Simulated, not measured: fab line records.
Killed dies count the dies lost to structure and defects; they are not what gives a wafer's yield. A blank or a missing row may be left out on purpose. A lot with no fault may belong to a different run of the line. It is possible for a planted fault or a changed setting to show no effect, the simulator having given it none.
Which tool is to blame? ; flow gf180mcu ; Sampling: 12 lots, 36 wafers, 4 of 602 route steps

WHAT THE GAUGES SHOWED, per wafer
GF_HV_LDD_TW_MEAS_38.
lot;measured;on;HV_LDD_3_TW
L733;day 12 15:05;film metro-04;1429 1432 1425
L736;day 13 19:50;film metro-02;1443 1440 1438
L739;day 14 17:44;film metro-02;1423 1424 1426
L740;day 15 02:01;film metro-01;1442 1435 1438
L741;day 15 12:02;film metro-02;1424 1428 1424
L743;day 15 21:15;film metro-04;1437 1439 1433
L746;day 16 21:12;film metro-01;1438 1444 1444
L747;day 17 05:06;film metro-04;1413 1405 1412
L749;day 18 00:32;film metro-04;1397 1397 1401
L750;day 18 04:34;film metro-02;1445 1431 1442
L752;day 18 22:07;film metro-01;1440 1438 1436
L753;day 19 03:07;film metro-02;1442 1428 1433

GF_HV_LDD_RS_MEAS_53: measures by four-point-probe.
lot;measured;on;HV_LDD_RS (ohm/sq)
L733;day 13 11:25;film metro-01;418.0 418.0 418.8
L736;day 14 17:25;film metro-04;417.4 417.7 417.0
L739;day 15 15:26;film metro-01;418.8 418.8 418.2
L740;day 16 00:35;film metro-04;418.5 418.5 417.6
L741;day 16 10:25;film metro-02;419.2 419.7 419.7
L743;day 16 20:20;film metro-01;418.2 419.5 421.2
L746;day 17 19:40;film metro-01;418.6 419.0 419.6
L747;day 18 03:26;film metro-01;421.7 422.3 422.2
L749;day 19 00:01;film metro-02;421.2 422.0 423.0
L750;day 19 04:10;film metro-01;419.2 418.8 419.1
L752;day 19 22:16;film metro-01;419.4 418.0 419.7
L753;day 20 03:03;film metro-02;418.8 418.1 418.3

WHICH TOOL RAN EACH LOT (tool, then ch and the chambers of the sampled wafers, then the start)
lot;GF_NWELL_STRIP_10;GF_HV_LDD_IMPLANT_33
L733;plasma asher-02 ch 0,1, day 3 23:31;implanter-01 ch 0, day 12 14:23
L736;plasma asher-02 ch 0,1, day 4 17:23;implanter-04 ch 0, day 13 19:05
L739;plasma asher-01 ch 0, day 5 11:07;implanter-01 ch 0, day 14 17:03
L740;plasma asher-01 ch 0,1, day 5 14:29;implanter-01 ch 0, day 15 01:20
L741;plasma asher-01 ch 0,1, day 5 21:26;implanter-04 ch 0, day 15 11:20
L743;plasma asher-01 ch 0,1, day 6 08:01;implanter-04 ch 0, day 15 20:33
L746;plasma asher-02 ch 0,1, day 7 00:37;implanter-04 ch 0, day 16 20:32
L747;plasma asher-01 ch 0, day 7 04:29;implanter-01 ch 0, day 17 04:24
L749;plasma asher-01 ch 0,1, day 7 20:35;implanter-01 ch 0, day 17 23:50
L750;plasma asher-01 ch 0,1, day 7 22:07;implanter-02 ch 0, day 18 03:52
L752;plasma asher-01 ch 0,1, day 8 10:23;implanter-02 ch 0, day 18 21:25
L753;plasma asher-03 ch 0,1, day 8 14:46;implanter-02 ch 0, day 19 02:25
- GF_NWELL_STRIP_10: strips in O2/N2.
- GF_HV_LDD_IMPLANT_33

AS READ BY THE TOOLS THEMSELVES (means over the sampled wafers that have a number; for cases with no such wafer, the mark the record gives instead)
GF_NWELL_STRIP_10.
lot;tool;drypump motor current A (A);heater power w (W);n2 flow sccm (sccm);oes product au (a.u.);platen temp c (C);strip time to endpoint s (s)
L733;plasma asher-02;5.87;275;300.1;0.720;250.06;36.55
L736;plasma asher-02;5.88;271;301.2;0.722;250.07;36.61
L739;plasma asher-01;5.88;412;300.5;0.717;250.31;36.72
L740;plasma asher-01;5.96;343;299.8;0.721;250.03;36.61
L741;plasma asher-01;5.92;374;300.4;0.722;249.90;36.57
L743;plasma asher-01;5.94;338;300.3;0.721;250.03;36.60
L746;plasma asher-02;5.87;282;300.3;0.723;249.95;36.65
L747;plasma asher-01;5.88;415;300.7;0.724;249.80;36.55
L749;plasma asher-01;5.89;379;300.4;0.720;250.02;36.65
L750;plasma asher-01;5.92;345;299.6;0.724;249.85;36.69
L752;plasma asher-01;5.92;375;299.8;0.716;250.09;36.61
L753;plasma asher-03;5.88;281;299.7;0.726;249.88;36.67

GF_HV_LDD_IMPLANT_33.
lot;tool;tilt deg (degrees)
L733;implanter-01;29.976
L736;implanter-04;30.016
L739;implanter-01;29.989
L740;implanter-01;29.993
L741;implanter-04;29.964
L743;implanter-04;29.996
L746;implanter-04;29.983
L747;implanter-01;29.985
L749;implanter-01;29.993
L750;implanter-02;30.007
L752;implanter-02;30.039
L753;implanter-02;29.982

THE ANSWER, worked out from the rows above alone
Rule: the lots themselves supply what counts as usual. The widest of any qualifying gaps counts: lots, ordered by their means at a reading, are off when they make up no more than a third of the lots, leave a main group of 4 or more, and stand apart from it by 3 or more times the standard deviation of that group's means. Not used: any main group whose means are identical at the precision the tables above print for the reading. Also off: a lot with no number at a reading for which 4 or more lots have one. All remaining lots with rows at the step are treated as sound. The gauges are gone through in route order, then the tools' own readings, and for those a lot's mean is taken as printed above. The first step at which some lot is off is used, and at that step the reading that is off furthest; a lot without a number counts as furthest.
Off: L747, L749, at GF_HV_LDD_RS_MEAS_53 (HV_LDD_RS). For the main group the mean is 418.7 ohm/sq and the standard deviation 0.65.
A tool fits if, at a process step before that reading, it ran every lot that is off, and no sound lot after the first of them. The gauges at GF_HV_LDD_RS_MEAS_53 are tried like those tools. One fits: GF_HV_LDD_IMPLANT_33 on implanter-01. A fault onset in the window from L740 (day 15 01:20, its last sound lot) to L747 (day 17 04:24, its first lot off) fits.

WHAT HAD BEEN PUT IN BY THE SIMULATOR
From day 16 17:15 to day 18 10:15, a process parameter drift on implanter-01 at GF_HV_LDD_IMPLANT_33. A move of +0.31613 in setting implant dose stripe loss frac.
Struck lots among those shown: L747, L749. The rule above found the same.
